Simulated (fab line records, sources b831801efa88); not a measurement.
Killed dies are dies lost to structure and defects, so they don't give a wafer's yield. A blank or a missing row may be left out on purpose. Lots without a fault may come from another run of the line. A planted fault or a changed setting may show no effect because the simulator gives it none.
Which tool did it? | flow sky130 | 11 lots, 33 wafers sampled, at 4 steps of a route of 708

WHAT THE GAUGES READ, wafer by wafer
SKY_RES_PROTECT_TW_MEAS_08.
lot  | measured     | on            | POLY_GATE_TW
L169 | day 15 04:09 | film_metro-01 | 4027 4042 4051
L170 | day 15 10:16 | film_metro-04 | 4043 4039 4041
L174 | day 16 19:53 | film_metro-04 | 4031 4030 4024
L177 | day 18 05:18 | film_metro-04 | 4048 4023 4024
L179 | day 18 11:19 | film_metro-04 | 4047 4049 4048
L180 | day 19 09:57 | film_metro-03 | 3996 4028 4001
L181 | day 19 15:35 | film_metro-03 | 4122 4097 4095
L183 | day 20 00:43 | film_metro-03 | 3996 4020 3999
L182 | day 20 04:25 | film_metro-03 | 4001 3993 4005
L187 | day 21 15:34 | film_metro-04 | 4151 4162 4164 4124 4140 4166
L192 | day 23 02:44 | film_metro-01 | 4185 4172 4189 4184 4150 4191

WHICH TOOL RAN EACH LOT (tool, then ch and the chambers of the sampled wafers, then the start)
lot  | SKY_SONOS_ONO_STRIP_17               | SKY_POLY_GATE_IMPLANT_02        | SKY_RES_PROTECT_STRIP_07
L169 | plasma_asher-04 ch 0,1, day 12 14:58 | implanter-01 ch 0, day 15 03:54 | plasma_asher-01 ch 0,1, day 15 04:03
L170 | plasma_asher-04 ch 0,1, day 12 22:37 | implanter-02 ch 0, day 15 10:01 | plasma_asher-01 ch 0,1, day 15 10:09
L174 | plasma_asher-01 ch 0,1, day 14 05:44 | implanter-02 ch 0, day 16 19:40 | plasma_asher-01 ch 0,1, day 16 19:48
L177 | plasma_asher-02 ch 0,1, day 15 13:58 | implanter-01 ch 0, day 18 05:04 | plasma_asher-03 ch 0,1, day 18 05:11
L179 | plasma_asher-02 ch 0,1, day 15 19:57 | implanter-04 ch 0, day 18 11:06 | plasma_asher-04 ch 0,1, day 18 11:14
L180 | plasma_asher-02 ch 0,1, day 16 12:55 | implanter-02 ch 0, day 19 09:42 | plasma_asher-03 ch 0,1, day 19 09:51
L181 | plasma_asher-02 ch 0, day 16 20:07   | implanter-02 ch 0, day 19 15:01 | plasma_asher-04 ch 0,1, day 19 15:29
L183 | plasma_asher-02 ch 0,1, day 17 04:48 | implanter-02 ch 0, day 20 00:31 | plasma_asher-03 ch 0,1, day 20 00:38
L182 | plasma_asher-02 ch 0,1, day 17 08:49 | implanter-02 ch 0, day 20 04:10 | plasma_asher-01 ch 0,1, day 20 04:19
L187 | plasma_asher-01 ch 0, day 18 20:49   | implanter-04 ch 0, day 21 15:00 | plasma_asher-03 ch 1, day 21 15:28
L192 | plasma_asher-04 ch 0,1, day 20 08:13 | implanter-01 ch 0, day 23 02:10 | plasma_asher-03 ch 0,1, day 23 02:38
- SKY_SONOS_ONO_STRIP_17: strips in O2/N2.
- SKY_POLY_GATE_IMPLANT_02
- SKY_RES_PROTECT_STRIP_07: strips in O2/N2.

THE ANSWER, worked out from the rows above alone
Rule: what is usual is taken from the lots themselves. Put in order of their means at a reading, lots are off if they are a third of the lots or fewer, leave a main group of 4 or more, and stand apart from it by a gap of 3 or more times the standard deviation of the main group's means; of several such gaps the widest counts. A main group whose means are all the same, to the digits that the tables above print for the reading, isn't used. A lot without any number at a reading at which 4 lots or more have one is off too. The other lots that the step has rows for count as sound.
Off: L181, L187, L192, at SKY_RES_PROTECT_TW_MEAS_08 (POLY_GATE_TW). The main group: mean 4025, standard deviation 17.
A tool fits if, at a process step before that reading, it ran every lot that is off, and no sound lot after the first of them. The gauges at SKY_RES_PROTECT_TW_MEAS_08 are tried like those tools. None of those tried fits.

WHAT THE SIMULATOR HAD PUT IN
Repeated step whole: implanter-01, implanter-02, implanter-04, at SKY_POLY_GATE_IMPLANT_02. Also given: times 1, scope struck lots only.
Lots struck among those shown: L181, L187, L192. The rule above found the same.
